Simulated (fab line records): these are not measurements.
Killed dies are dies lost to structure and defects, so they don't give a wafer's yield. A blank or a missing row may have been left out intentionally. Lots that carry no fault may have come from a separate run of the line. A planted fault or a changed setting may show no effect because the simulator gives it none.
fab line records	flow sky130
record lots=13	wafers=38	lastDay=50
route steps=708 shown CAP2M@607 VIA4@641 METAL5@661
lots with no fault: from the same line, run without faults
startH: hours from the record's opening day to when the first of the lot's shown wafers began	waitH: how many hours have passed since the lot's step before this one	" same as the row above	L1.1+2: several wafers, shown together as one row	- no value present, or no start provided	* or withheld: withheld	< > ~ a bound
route shown NAME@n: NAME is a module with steps in the file, n the number in the route of the first one	usual: mean/standard deviation of fault-free wafers	same: alike in all rows	chamber/n: place in a boat	sites: the reading at each site	_std_site: standard deviation across them	_edge_site: the outer-site mean with the inner-site mean subtracted	radiusMm: for every site, how far away it sits from the centre of the wafer	mask NAME#n: copy n	behind: the last tool/chamber to shape the wafer	hold: cause of the lot's hold/its duration in hours/its outcome	device: names the non-switching transistor (n, p or np)	end of line: tests run on the same wafers once the route is complete	for a step that has no rows: nothing shown but its recipe	killed: not the wafer's yield, but the dies lost to structure and defects at the first sort	map: the dies of a wafer, with x for killed, . for not killed, _ for no die there
set.NAME: the run value of the setting; set.NAME@STEP: its run value at that earlier step	model.NAME: the simulator's own value behind a step, which no gauge read
a sample of lots followed through the steps of the route, with each step as a table and each wafer as a row
services: from which hour (startH, from the record's first day; less than 0 if before it) a tool's chamber was out of use, for how many hours, and why
## steps
# step SKY_CAP2M_THK_MEAS_04
# recipe thkMeasGauge=xrf	reads=TiN_of_CAP2M_SPUTTER_02
# usual CAP2M_TIN_THK=200.9/2.5
lot.wafer	tool	chamber	startH	waitH	CAP2M_TIN_THK[nm]
L321.1	filmMetro-03	-	933.31	0.1	202.1
L321.3	"	-	"	"	203.1
L321.6	"	-	"	"	202.6
L320.1	filmMetro-02	-	933.41	0.1	198.5
L320.5	"	-	"	"	198.0
L320.6	"	-	"	"	196.5
L322.3	filmMetro-03	-	940.34	0.1	200.0
L322.4	"	-	"	"	204.1
L322.5	"	-	"	"	201.6
L323.1	filmMetro-03	-	948.95	0.1	198.2
L323.2	"	-	"	"	203.2
L323.5	"	-	"	"	199.8
L326.2	filmMetro-04	-	971.73	0.1	201.0
L326.3	"	-	"	"	199.7
L334.3	filmMetro-03	-	1029.72	0.1	198.4
L334.4	"	-	"	"	199.1
L334.5	"	-	"	"	199.4
L337.2	filmMetro-03	-	1059.53	0.1	196.8
L337.3	"	-	"	"	198.7
L337.4	"	-	"	"	199.5
L339.2	filmMetro-03	-	1063.08	0.1	198.1
L339.5	"	-	"	"	198.4
L339.6	"	-	"	"	197.7
L340.3	filmMetro-02	-	1067.08	0.1	202.5
L340.4	"	-	"	"	202.2
L340.6	"	-	"	"	200.5
L338.3	filmMetro-04	-	1068.94	0.1	201.4
L338.4	"	-	"	"	201.1
L338.5	"	-	"	"	201.0
L341.1	filmMetro-04	-	1071.63	0.1	196.3
L341.4	"	-	"	"	198.1
L341.5	"	-	"	"	197.4
L342.2	filmMetro-04	-	1081.13	0.1	204.5
L342.4	"	-	"	"	204.5
L342.5	"	-	"	"	206.1
L343.3	filmMetro-04	-	1086.56	0.1	201.8
L343.5	"	-	"	"	200.8
L343.6	"	-	"	"	201.7
# step SKY_VIA4_CMP_02
# recipe material=SiO2	downForcePsi=4	platenRpm=60	padVelocityMS=0.94248
# usual motorCurrentA=12.0/1.4	platenRpm=60.00/0.047	retainingRingPressureFrac=1.001/0.0055
lot.wafer	tool	chamber	startH	waitH	motorCurrentA	platenRpm	retainingRingPressureFrac
L321.1	cmp-01	1	983.90	0.1	11.7	60.09	1.001
L321.3	"	2	"	"	10.4	59.98	1.000
L321.6	"	1	"	"	12.2	60.00	0.992
L320.1	cmp-02	0	983.95	0.1	11.4	59.99	0.999
L320.6	"	0	"	"	11.0	59.88	1.002
L320.5	"	1	"	"	10.8	59.94	1.000
L322.4	cmp-02	0	990.12	0.0	11.2	59.97	1.001
L322.3	"	3	"	"	12.1	60.01	0.993
L322.5	"	1	"	"	10.9	59.94	0.995
L323.2	cmp-02	0	998.95	0.0	11.0	60.01	1.014
L323.1	"	1	"	"	10.9	60.10	1.005
L323.5	"	0	"	"	11.1	59.93	1.006
L326.2	cmp-02	3	1019.67	0.0	11.5	59.99	0.999
L326.3	"	0	"	"	11.4	60.03	0.995
L334.4	cmp-01	3	1074.93	0.0	14.6	60.00	1.002
L334.3	"	0	"	"	12.2	59.95	1.005
L334.5	"	0	"	"	13.0	60.06	1.003
L337.2	cmp-02	2	1103.04	0.1	12.3	59.98	0.993
L337.3	"	3	"	"	12.2	59.99	0.994
L337.4	"	0	"	"	10.4	59.92	1.002
L339.2	cmp-01	0	1107.41	2.2	12.3	60.02	1.004
L339.5	"	2	"	"	10.6	60.00	1.001
L339.6	"	3	"	"	15.8	60.02	0.991
L340.4	cmp-01	2	1109.52	0.0	11.1	60.02	1.000
L340.3	"	1	"	"	12.2	60.03	1.010
L340.6	"	2	"	"	11.0	59.99	0.996
L338.4	cmp-02	0	1111.15	0.0	10.7	59.97	0.994
L338.3	"	2	"	"	12.2	60.08	1.002
L338.5	"	0	"	"	11.3	59.96	1.005
L341.1	cmp-02	2	1113.83	0.1	12.1	59.98	0.998
L341.4	"	0	"	"	11.9	60.05	1.000
L341.5	"	3	"	"	12.0	60.07	1.003
L342.4	cmp-01	2	1123.32	0.3	10.6	60.03	1.001
L342.2	"	0	"	"	12.7	59.96	0.998
L342.5	"	2	"	"	11.2	60.05	1.002
L343.3	cmp-02	1	1127.83	0.1	10.0	60.03	1.004
L343.6	"	0	"	"	10.9	60.00	1.001
L343.5	"	1	"	"	10.3	59.98	1.008
# step SKY_VIA4_ETCH_12
# recipe target=SiO2	chemistry=C4F8/O2/Ar	stopOn=TiN	maskMaterial=NOVOLAK	sourceW=1500	biasW=1200	pressureMtorr=40	c4f8FlowSccm=withheld	O2_flow_sccm=6	Ar_flow_sccm=300	timeS=withheld	targetDepthA=5800
# usual oesProductAu=0.926/0.0046
lot.wafer	tool	chamber	startH	waitH	oesProductAu
L321.1	rieDiel-02	0	1007.82	0.0	0.934
L321.3	"	3	"	"	0.926
L321.6	"	2	"	"	0.927
L320.1	rieDiel-01	3	1007.89	0.0	0.927
L320.5	"	2	"	"	0.919
L320.6	"	1	"	"	0.929
L322.3	rieDiel-01	1	1012.77	0.0	0.925
L322.4	"	2	"	"	0.928
L322.5	"	2	"	"	0.922
L323.1	rieDiel-01	1	1021.87	0.0	0.921
L323.2	"	3	"	"	0.932
L323.5	"	1	"	"	0.934
L326.2	rieDiel-01	1	1042.52	0.0	0.936
L326.3	"	0	"	"	0.982
L334.3	rieDiel-03	2	1095.44	0.0	0.927
L334.4	"	0	"	"	0.927
L334.5	"	2	"	"	0.936
L337.2	rieDiel-03	2	1123.02	0.0	0.927
L337.3	"	0	"	"	0.922
L337.4	"	3	"	"	0.931
L339.2	rieDiel-03	3	1127.19	0.0	0.926
L339.5	"	1	"	"	0.934
L339.6	"	0	"	"	0.928
L340.3	rieDiel-02	3	1128.87	0.0	0.922
L340.4	"	1	"	"	0.929
L340.6	"	0	"	"	0.935
L338.3	rieDiel-03	0	1130.77	0.0	0.924
L338.4	"	1	"	"	0.930
L338.5	"	3	"	"	0.928
L341.1	rieDiel-02	2	1132.44	0.0	0.925
L341.4	"	3	"	"	0.933
L341.5	"	3	"	"	0.931
L342.2	rieDiel-03	1	1141.74	0.0	0.925
L342.4	"	2	"	"	0.924
L342.5	"	0	"	"	0.929
L343.3	rieDiel-02	0	1145.99	0.0	0.915
L343.5	"	3	"	"	0.928
L343.6	"	2	"	"	0.923
# step SKY_METAL5_SPUTTER_00
# recipe material=Ti	targetThkNm=15	powerW=3000	timeS=10	chamberPressurePa=0.4
# usual throttleValvePct=30.0/0.7
# same timeS=10
lot.wafer	tool	chamber	startH	waitH	throttleValvePct
L321.1	pvdSputter-03	-	1009.30	0.1	30.6
L321.3	"	-	"	"	30.6
L321.6	"	-	"	"	30.6
L320.1	pvdSputter-04	-	1009.36	0.2	31.3
L320.5	"	-	"	"	29.1
L320.6	"	-	"	"	29.5
L322.3	pvdSputter-03	-	1014.20	0.2	30.6
L322.4	"	-	"	"	29.8
L322.5	"	-	"	"	30.3
L323.1	pvdSputter-03	-	1023.23	0.2	29.9
L323.2	"	-	"	"	30.4
L323.5	"	-	"	"	30.7
L326.2	pvdSputter-04	-	1043.88	0.2	31.2
L326.3	"	-	"	"	29.5
L334.3	pvdSputter-04	-	1096.96	0.3	29.4
L334.4	"	-	"	"	31.1
L334.5	"	-	"	"	31.2
L337.2	pvdSputter-01	-	1124.38	0.2	30.3
L337.3	"	-	"	"	30.0
L337.4	"	-	"	"	31.0
L339.2	pvdSputter-03	-	1128.55	0.1	30.0
L339.5	"	-	"	"	29.8
L339.6	"	-	"	"	29.8
L340.3	pvdSputter-03	-	1130.85	0.2	29.4
L340.4	"	-	"	"	29.6
L340.6	"	-	"	"	29.4
L338.3	pvdSputter-03	-	1132.35	0.1	29.5
L338.4	"	-	"	"	29.9
L338.5	"	-	"	"	30.4
L341.1	pvdSputter-04	-	1133.84	0.2	28.9
L341.4	"	-	"	"	31.2
L341.5	"	-	"	"	28.9
L342.2	pvdSputter-04	-	1143.10	0.1	29.0
L342.4	"	-	"	"	29.7
L342.5	"	-	"	"	31.1
L343.3	pvdSputter-04	-	1147.39	0.2	29.0
L343.5	"	-	"	"	29.0
L343.6	"	-	"	"	29.4
# step SKY_METAL5_SPUTTER_01
# recipe material=TiN	targetThkNm=20	powerW=6500	timeS=16.7	chamberPressurePa=0.4
# usual throttleValvePct=30.0/0.69
# same timeS=16.7
lot.wafer	tool	chamber	startH	waitH	throttleValvePct
L321.1	pvdSputter-03	-	1009.33	0.0	30.4
L321.3	"	-	"	"	30.5
L321.6	"	-	"	"	30.6
L320.1	pvdSputter-04	-	1009.39	0.0	31.1
L320.5	"	-	"	"	28.7
L320.6	"	-	"	"	29.6
L322.3	pvdSputter-03	-	1014.22	0.0	30.5
L322.4	"	-	"	"	29.6
L322.5	"	-	"	"	30.4
L323.1	pvdSputter-03	-	1023.25	0.0	29.7
L323.2	"	-	"	"	30.8
L323.5	"	-	"	"	30.6
L326.2	pvdSputter-04	-	1043.90	0.0	31.1
L326.3	"	-	"	"	29.4
L334.3	pvdSputter-04	-	1096.98	0.0	29.4
L334.4	"	-	"	"	31.2
L334.5	"	-	"	"	31.4
L337.2	pvdSputter-01	-	1124.40	0.0	30.4
L337.3	"	-	"	"	30.2
L337.4	"	-	"	"	31.1
L339.2	pvdSputter-03	-	1128.57	0.0	29.6
L339.5	"	-	"	"	29.3
L339.6	"	-	"	"	29.7
L340.3	pvdSputter-03	-	1130.88	0.0	29.5
L340.4	"	-	"	"	29.6
L340.6	"	-	"	"	29.4
L338.3	pvdSputter-03	-	1132.37	0.0	29.8
L338.4	"	-	"	"	29.6
L338.5	"	-	"	"	30.5
L341.1	pvdSputter-04	-	1133.86	0.0	29.1
L341.4	"	-	"	"	31.0
L341.5	"	-	"	"	29.2
L342.2	pvdSputter-04	-	1143.12	0.0	29.0
L342.4	"	-	"	"	29.9
L342.5	"	-	"	"	31.4
L343.3	pvdSputter-04	-	1147.41	0.0	29.0
L343.5	"	-	"	"	29.2
L343.6	"	-	"	"	29.7
## services
tool	chamber	startH	hours	kind
rieDiel-03	-	974.42	0.4	repair
rieDiel-03	3	979.72	1.9	repair
pvdSputter-04	-	980.05	17.3	repair
rieDiel-02	0	980.70	2.6	repair
rieDiel-01	1	991.54	3.7	repair
cmp-01	-	1032.25	0.9	repair
rieDiel-02	2	1032.95	7.5	repair
rieDiel-03	0	1037.28	-	clean
rieDiel-03	0	1037.28	-	consumableReplace:showerhead
rieDiel-03	0	1037.28	16.6	scheduledDown
rieDiel-03	0	1037.28	16.6	ventCycle
rieDiel-03	3	1055.86	-	clean
cmp-01	-	1075.70	0.7	repair
cmp-01	-	1076.52	3.8	repair
cmp-01	-	1085.54	4.0	pm
pvdSputter-01	-	1086.06	1.0	repair
pvdSputter-04	-	1086.86	5.1	repair
pvdSputter-01	-	1090.18	15.6	repair
cmp-01	-	1098.09	5.7	pm
rieDiel-01	-	1102.75	1.8	repair
cmp-02	-	1103.94	5.0	pm
cmp-01	-	1105.29	1.4	repair
pvdSputter-04	-	1118.34	0.7	repair
rieDiel-01	-	1127.03	2.7	repair
## key
firstSign step=SKY_VIA4_ETCH_12	reading=oesProductAu	direction=up	sigmas=12	usual=0.926	struck=0.982
effect none on later readings
metAt SKY_VIA4_CMP_02
struckLots L326
struckWafers L326.3
sortLeftOut L326.3
notActingAt SKY_CAP2M_THK_MEAS_04,SKY_METAL5_SPUTTER_00,SKY_METAL5_SPUTTER_01
onsetBetween 998.95 1019.67
fault kind=processParameterDrift	tool=cmp-02	chamber=-	onsetH=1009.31	steps=SKY_VIA4_CMP_02	channel=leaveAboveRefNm	offset=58	shape=step	endH=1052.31	scope=struckWafersOnly	actsIn=theseRecipesOnly	stated=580
# sortLeftOut: the simulated sort isn't trusted on such a fault, so these wafers' sort isn't shown, and their yield isn't known
